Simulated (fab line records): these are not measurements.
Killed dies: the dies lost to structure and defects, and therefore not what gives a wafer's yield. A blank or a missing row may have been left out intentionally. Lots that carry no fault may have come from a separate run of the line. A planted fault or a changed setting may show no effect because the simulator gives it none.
A struck lot beside a sound one + flow sky130 + 14 out of 708 route steps
Sound: the wafers L246.3, L246.4, L246.5. Wafers L258.1, L258.2, L258.6 were the ones struck. The cause is given at the end.
Per side, at each step with rows, come the tool, then ch with its chambers, and then its first start. Under that, the readings that differ: sound wafers + struck wafers + difference of the means + sigmas: that difference in standard deviations of wafers without a fault.
alike: a reading whose means differ by less than 2 such deviations, as well as words and numbers matching on both sides. not compared: withheld readings; readings where some wafer has no value; bounds like >300 that might hide an equal value; numbers whose values overlap and for which the record gives no deviation.
The two part at a step that has a row with sigmas, a row that says differs or no value, or rows on one side only. Non-overlapping numbers with no deviation appear without sigmas and do not part them. A reading that every wafer of one side lacks parts them only if that side has two wafers or more.

SKY_METAL1_SPUTTER_02: material AlCu, target thk 250 nm, time 13.3 s.
  sound: pvd_sputter-04 at day 32 15:23; struck: pvd_sputter-02 at day 36 13:25
  alike: throttle_valve_pct
SKY_METAL1_SPUTTER_03: material Ti, target thk 5 nm, time 3.3 s.
  sound: pvd_sputter-04 at day 32 15:25; struck: pvd_sputter-02 at day 36 13:26
  alike: throttle_valve_pct
SKY_METAL1_SPUTTER_04: material TiN, target thk 70 nm, time 58.3 s.
  sound: pvd_sputter-04 at day 32 15:26; struck: pvd_sputter-02 at day 36 13:28
  alike: throttle_valve_pct
SKY_METAL1_RS_MEAS_05: measurement is done with a four-point probe.
  sound: film_metro-04 at day 32 15:31; struck: film_metro-04 at day 36 13:31
  alike: METAL1_ALCU_RS
SKY_METAL1_THK_MEAS_06: measures by xrf.
  sound: film_metro-04 at day 32 15:37; struck: film_metro-04 at day 36 13:38
  alike: METAL1_ALCU_THK
then, 7 steps without rows for these wafers: SKY_METAL1_DEHYDRATE_07 (time 60 s); SKY_METAL1_HMDS_08 (prime time 60 s); SKY_METAL1_COAT_09 (resist thk 60 nm); SKY_METAL1_COAT_10 (resist thk 450 nm); SKY_METAL1_SOFTBAKE_11 (time 90 s); SKY_METAL1_EXPOSE_12 (exposes mask MM1, target cd 140 nm); SKY_METAL1_PEB_13.
SKY_METAL1_DEVELOP_14: develop time 60 s.
  sound on litho_track-01 ch 0, day 33 17:00; struck on litho_track-02, day 37 14:00
  no value came back on the struck wafers for chill_plate_temp_C (C), develop_time_s (s); on the sound wafers chill_plate_temp_C (C) reads 23.10 22.84 22.93
| reading                                       | sound             | struck        | difference | sigmas |
|-----------------------------------------------|-------------------|---------------|------------|--------|
| model.KrF-thick_of_METAL1_COAT_10.thk_nm (nm) | 436.7 437.4 436.2 | 450 450.7 450 | +13        |        |
SKY_METAL1_CD_MEAS_15: target cd 140 nm.
  sound: cd_sem-02 at day 33 17:18; struck: cd_sem-02 at day 37 14:59
| reading    | sound             | struck | difference                    | sigmas |
|------------|-------------------|--------|-------------------------------|--------|
| cd_nm (nm) | 142.3 139.3 140.3 | - - -  | no value on the struck wafers |        |

## WHERE THEY PART
Last at SKY_METAL1_CD_MEAS_15 as far as this record goes, first at SKY_METAL1_DEVELOP_14.

WHY: what had been put in by the simulator
Skipped step whole: litho_track-02, from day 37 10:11 on, at SKY_METAL1_DEVELOP_14. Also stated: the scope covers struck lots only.
